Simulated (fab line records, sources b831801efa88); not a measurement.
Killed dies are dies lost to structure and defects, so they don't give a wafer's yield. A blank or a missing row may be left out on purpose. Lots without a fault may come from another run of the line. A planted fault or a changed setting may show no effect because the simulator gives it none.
fab line records | flow gf180mcu
record lots=13 wafers=39 last_day=34
route steps=602 shown MVSD@75 M2@364 V2@397
lots that met no fault: from a run of the same line without faults
start_h: hours from the record's first day to the start of the lot's first wafer shown | wait_h: hours since the lot's step before | " the same as in the row above | L1.1+2: a row that stands for several wafers | - no value, or no start given | * or withheld: withheld | < > ~ a bound
route shown NAME@n: a module of which the file shows steps, and the number in the route of the first | usual: mean/standard deviation of fault-free wafers | same: alike in all rows | chamber/n: place in a boat | sites: the reading at each site | _std_site: their standard deviation | _edge_site: outer sites' mean less inner sites' | radius_mm: how far each site lies from the wafer's centre | mask NAME#n: copy n | behind: the tool/chamber that last shaped the wafer | hold: why the lot was held/for how many hours/how that ended | device: the transistor (n, p or np) that didn't switch | end of line: the same wafers' tests at the end of the route | a step without rows: its recipe alone | killed: dies lost to structure and defects at the first sort, not the wafer's yield | map: a wafer's dies, x killed, . not, _ none there
set.NAME: the setting as run; set.NAME@STEP: as run at that earlier step | model.NAME: the simulator's own value behind a step, which no gauge read
steps of the route over a sample of lots; a table a step, a row a wafer
services: from which hour (start_h, from the record's first day; less than 0 if before it) a tool's chamber was out of use, for how many hours, and why
## steps
# step GF_MVSD_IMPLANT_09
# recipe species=P energy_kev=100 dose_cm2=5e+12 tilt_deg=0
# usual beam_on_s=10.00/0.21 dose_ions_cm2=5e+12/6.6e+09 faraday_current_uA=28.2/0.59
# columns lot.wafer tool chamber start_h wait_h beam_on_s dose_ions_cm2 faraday_current_uA
L790.3 implanter-03 0 88.37 0.1 9.96 5.001e+12 28.2
L790.5 " 0 " " 10.05 4.997e+12 28.2
L790.6 " 0 " " 9.59 4.996e+12 29.5
L791.1 implanter-04 0 91.33 0.1 10.02 4.997e+12 28.0
L791.4 " 0 " " 9.99 5.005e+12 28.2
L791.5 " 0 " " 10.17 4.99e+12 27.7
L792.2 implanter-02 0 98.70 0.1 10.03 4.99e+12 28.1
L792.3 " 0 " " 9.89 4.995e+12 28.5
L792.5 " 0 " " 10.16 4.995e+12 27.8
L794.2 implanter-04 0 111.70 0.1 9.82 5.006e+12 28.6
L794.3 " 0 " " 10.17 5.001e+12 27.6
L794.5 " 0 " " 9.95 4.994e+12 28.3
L796.1 implanter-02 0 122.92 0.1 10.40 5.001e+12 27.2
L796.3 " 0 " " 9.67 5.003e+12 29.1
L796.5 " 0 " " 9.90 5.005e+12 28.5
L799.1 implanter-03 0 141.63 0.1 9.85 5.004e+12 28.6
L799.2 " 0 " " 9.64 5.005e+12 29.1
L799.4 " 0 " " 9.67 4.997e+12 29.1
L800.2 implanter-03 0 147.25 0.1 10.11 5.006e+12 27.9
L800.3 " 0 " " 10.05 5.003e+12 28.2
L800.6 " 0 " " 9.81 5.002e+12 28.8
L802.2 implanter-04 0 158.45 0.1 9.99 4.996e+12 28.1
L802.5 " 0 " " 10.20 5.005e+12 27.5
L802.6 " 0 " " 9.94 5.004e+12 28.3
L805.1 implanter-04 0 175.58 0.1 10.30 5.002e+12 27.3
L805.2 " 0 " " 10.19 5.007e+12 27.7
L805.3 " 0 " " 9.86 5.007e+12 28.6
L806.1 implanter-03 0 180.43 0.1 10.10 3.261e+12 18.2
L806.2 " 0 " " 9.94 3.254e+12 18.6
L806.5 " 0 " " 9.76 3.257e+12 18.9
L807.3 implanter-02 0 184.98 0.1 9.81 5e+12 28.6
L807.4 " 0 " " 9.91 5.005e+12 28.4
L807.6 " 0 " " 10.18 5.002e+12 27.8
L811.2 implanter-03 0 209.80 0.1 10.43 3.258e+12 17.5
L811.3 " 0 " " 10.13 3.261e+12 18.2
L811.5 " 0 " " 9.96 3.262e+12 18.5
L812.1 implanter-02 0 217.32 0.1 9.93 5e+12 28.5
L812.3 " 0 " " 9.73 4.992e+12 29.0
L812.5 " 0 " " 9.95 4.991e+12 28.4
# step GF_VT_IMPLANT_RS_MEAS_46
# recipe thk_meas_gauge=four-point-probe
# usual MVSD_RS=456.8/1
# columns lot.wafer tool chamber start_h wait_h MVSD_RS[ohm/sq]
L790.3 film_metro-01 - 164.18 0.1 455.8
L790.5 " - " " 455.4
L790.6 " - " " 456.4
L791.1 film_metro-02 - 167.29 0.1 458.1
L791.4 " - " " 456.5
L791.5 " - " " 456.4
L792.2 film_metro-02 - 174.96 0.1 457.1
L792.3 " - " " 456.0
L792.5 " - " " 456.7
L794.2 film_metro-04 - 190.56 0.1 456.5
L794.3 " - " " 454.6
L794.5 " - " " 455.9
L796.1 film_metro-04 - 203.39 0.1 457.3
L796.3 " - " " 456.3
L796.5 " - " " 457.3
L799.1 film_metro-04 - 223.78 0.1 457.1
L799.2 " - " " 458.1
L799.4 " - " " 457.2
L800.2 film_metro-04 - 232.06 0.1 455.5
L800.3 " - " " 456.4
L800.6 " - " " 456.3
L802.2 film_metro-01 - 246.80 0.1 455.9
L802.5 " - " " 457.3
L802.6 " - " " 455.1
L805.1 film_metro-04 - 265.94 0.1 455.8
L805.2 " - " " 455.4
L805.3 " - " " 457.5
L806.1 film_metro-02 - 270.89 0.1 486.0
L806.2 " - " " 487.0
L806.5 " - " " 487.2
L807.3 film_metro-01 - 276.38 0.1 457.2
L807.4 " - " " 457.0
L807.6 " - " " 457.1
L811.2 film_metro-01 - 305.65 0.1 483.7
L811.3 " - " " 484.6
L811.5 " - " " 484.3
L812.1 film_metro-04 - 315.18 0.1 458.1
L812.3 " - " " 457.7
L812.5 " - " " 457.4
# step GF_M2_SPUTTER_02
# recipe material=AlCu target_thk_nm=450 power_w=10600 time_s=23.9 chamber_pressure_pa=0.4
# usual throttle_valve_pct=29.9/0.93
# columns lot.wafer tool chamber start_h wait_h throttle_valve_pct
L790.3 pvd_sputter-01 - 419.73 0.0 28.7
L790.5 " - " " 29.8
L790.6 " - " " 28.2
L791.1 pvd_sputter-04 - 426.80 0.0 31.1
L791.4 " - " " 30.1
L791.5 " - " " 30.4
L792.2 pvd_sputter-04 - 439.70 0.0 31.0
L792.3 " - " " 30.4
L792.5 " - " " 31.1
L794.2 pvd_sputter-04 - 461.25 0.0 30.5
L794.3 " - " " 31.1
L794.5 " - " " 29.9
L796.1 pvd_sputter-02 - 475.58 0.0 28.5
L796.3 " - " " 28.9
L796.5 " - " " 28.3
L799.1 pvd_sputter-01 - 505.30 0.0 29.9
L799.2 " - " " 28.4
L799.4 " - " " 29.4
L800.2 pvd_sputter-04 - 516.40 0.0 31.1
L800.3 " - " " 30.8
L800.6 " - " " 30.2
L802.2 pvd_sputter-02 - 532.67 0.0 29.0
L802.5 " - " " 30.8
L802.6 " - " " 29.3
L805.1 pvd_sputter-04 - 556.68 0.0 30.4
L805.2 " - " " 31.4
L805.3 " - " " 30.4
L806.1 pvd_sputter-04 - 559.58 0.0 30.3
L806.2 " - " " 29.8
L806.5 " - " " 30.0
L807.3 pvd_sputter-02 - 571.40 0.0 29.5
L807.4 " - " " 28.5
L807.6 " - " " 29.2
L811.2 pvd_sputter-02 - 596.68 0.0 29.1
L811.3 " - " " 29.4
L811.5 " - " " 29.4
L812.1 pvd_sputter-04 - 609.56 0.0 30.9
L812.3 " - " " 31.3
L812.5 " - " " 30.9
# step GF_V2_OVL_MEAS_15
# usual V2_OVL=-2/5.4
# columns lot.wafer tool chamber start_h wait_h V2_OVL[nm]
L790.3 overlay-02 - 470.86 0.1 -4
L790.5 " - " " -1
L790.6 " - " " -8
L791.1 overlay-02 - 478.35 0.1 -8
L791.4 " - " " -1
L791.5 " - " " -5
L792.2 overlay-01 - 490.60 0.1 -1
L792.3 " - " " 0
L792.5 " - " " -3
L794.2 overlay-01 - 510.50 0.1 8
L794.3 " - " " 6
L794.5 " - " " 0
L796.1 overlay-01 - 525.25 0.1 -1
L796.3 " - " " -5
L796.5 " - " " -4
L799.1 overlay-02 - 552.26 0.1 7
L799.2 " - " " 3
L799.4 " - " " 9
L800.2 overlay-01 - 563.80 0.1 -5
L800.3 " - " " 2
L800.6 " - " " -3
L802.2 overlay-02 - 578.30 0.1 0
L802.5 " - " " -2
L802.6 " - " " 1
L805.1 overlay-01 - 601.40 0.1 -5
L805.2 " - " " -5
L805.3 " - " " 2
L806.1 overlay-01 - 603.46 0.1 4
L806.2 " - " " 3
L806.5 " - " " 3
L807.3 overlay-02 - 614.41 0.1 2
L807.4 " - " " -1
L807.6 " - " " -2
L811.2 overlay-02 - 639.55 0.1 -5
L811.3 " - " " -9
L811.5 " - " " -5
L812.1 overlay-01 - 651.95 0.1 1
L812.3 " - " " 7
L812.5 " - " " 9
# step GF_V2_SPUTTER_22
# recipe material=TiN target_thk_nm=10 chamber_pressure_pa=5 power_w=4000 time_s=40
# usual throttle_valve_pct=30.0/0.8
# columns lot.wafer tool chamber start_h wait_h throttle_valve_pct
L790.3 pvd_sputter-03 - 471.64 0.0 30.7
L790.5 " - " " 30.6
L790.6 " - " " 29.2
L791.1 pvd_sputter-04 - 479.11 0.0 30.9
L791.4 " - " " 30.7
L791.5 " - " " 31.0
L792.2 pvd_sputter-04 - 491.36 0.0 30.3
L792.3 " - " " 31.3
L792.5 " - " " 30.0
L794.2 pvd_sputter-01 - 511.26 0.0 29.9
L794.3 " - " " 28.4
L794.5 " - " " 29.4
L796.1 pvd_sputter-03 - 526.01 0.0 30.3
L796.3 " - " " 30.4
L796.5 " - " " 30.4
L799.1 pvd_sputter-03 - 553.02 0.0 30.6
L799.2 " - " " 30.2
L799.4 " - " " 29.2
L800.2 pvd_sputter-04 - 564.56 0.0 30.3
L800.3 " - " " 30.7
L800.6 " - " " 30.8
L802.2 pvd_sputter-01 - 579.06 0.0 29.2
L802.5 " - " " 28.5
L802.6 " - " " 28.9
L805.1 pvd_sputter-03 - 602.17 0.0 30.7
L805.2 " - " " 30.3
L805.3 " - " " 28.8
L806.1 pvd_sputter-04 - 604.25 0.0 29.7
L806.2 " - " " 30.5
L806.5 " - " " 30.0
L807.3 pvd_sputter-04 - 615.16 0.0 30.4
L807.4 " - " " 31.1
L807.6 " - " " 30.2
L811.2 pvd_sputter-04 - 640.31 0.0 30.4
L811.3 " - " " 30.9
L811.5 " - " " 31.3
L812.1 pvd_sputter-03 - 653.05 0.0 28.8
L812.3 " - " " 30.4
L812.5 " - " " 30.7
## services
# columns tool chamber start_h hours kind
pvd_sputter-01 - 72.94 8.7 repair
pvd_sputter-01 - 73.93 1.0 repair
implanter-04 - 82.46 3.6 pm
implanter-02 - 94.10 1.9 pm
pvd_sputter-01 - 108.51 18.4 repair
implanter-03 - 110.13 2.4 repair
implanter-03 - 126.23 1.2 pm
pvd_sputter-04 - 127.08 0.8 repair
implanter-02 - 146.55 20.2 pm
implanter-02 - 166.77 9.5 pm
implanter-02 - 169.11 4.1 repair
pvd_sputter-04 - 221.42 1.3 repair
pvd_sputter-04 - 240.42 20.9 repair
pvd_sputter-03 - 264.39 2.2 repair
implanter-04 - 267.95 2.7 repair
implanter-02 - 269.10 3.4 pm
implanter-03 - 312.43 6.3 pm
pvd_sputter-03 - 477.96 8.6 repair
pvd_sputter-04 - 483.58 2.1 repair
pvd_sputter-03 - 489.53 4.8 repair
implanter-03 - 527.26 10.7 repair
implanter-03 - 564.14 3.9 repair
pvd_sputter-04 - 588.74 8.7 repair
implanter-03 - 597.83 0.8 repair
## key
first_sign step=GF_MVSD_IMPLANT_09 reading=dose_ions_cm2 direction=down sigmas=99+ usual=5e+12 struck=3.259e+12
effect step=GF_MVSD_IMPLANT_09 reading=faraday_current_uA direction=down sigmas=17 usual=28.2 struck=18.3
effect step=GF_VT_IMPLANT_RS_MEAS_46 reading=MVSD_RS direction=up sigmas=28 usual=456.8 struck=485.4
met_at GF_MVSD_IMPLANT_09
struck_lots L806,L811
tester_left_out L806,L811
not_acting_at GF_M2_SPUTTER_02,GF_V2_OVL_MEAS_15,GF_V2_SPUTTER_22
onset_between 147.25 180.43
fault kind=process_parameter_drift tool=implanter-03 chamber=- onset_h=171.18 steps=GF_MVSD_IMPLANT_09 channel=dose_cm2 offset=-1.7371e+12 shape=step end_h=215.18 acts_in=these_recipes_only stated=5e+12
# tester_left_out: of these lots the tester's yield and bins aren't shown, on N5 and GAA mostly nor the transistor test; their killed dies are dies lost to structure and defects alone, not to doping, threshold or leakage, so they don't give the yield
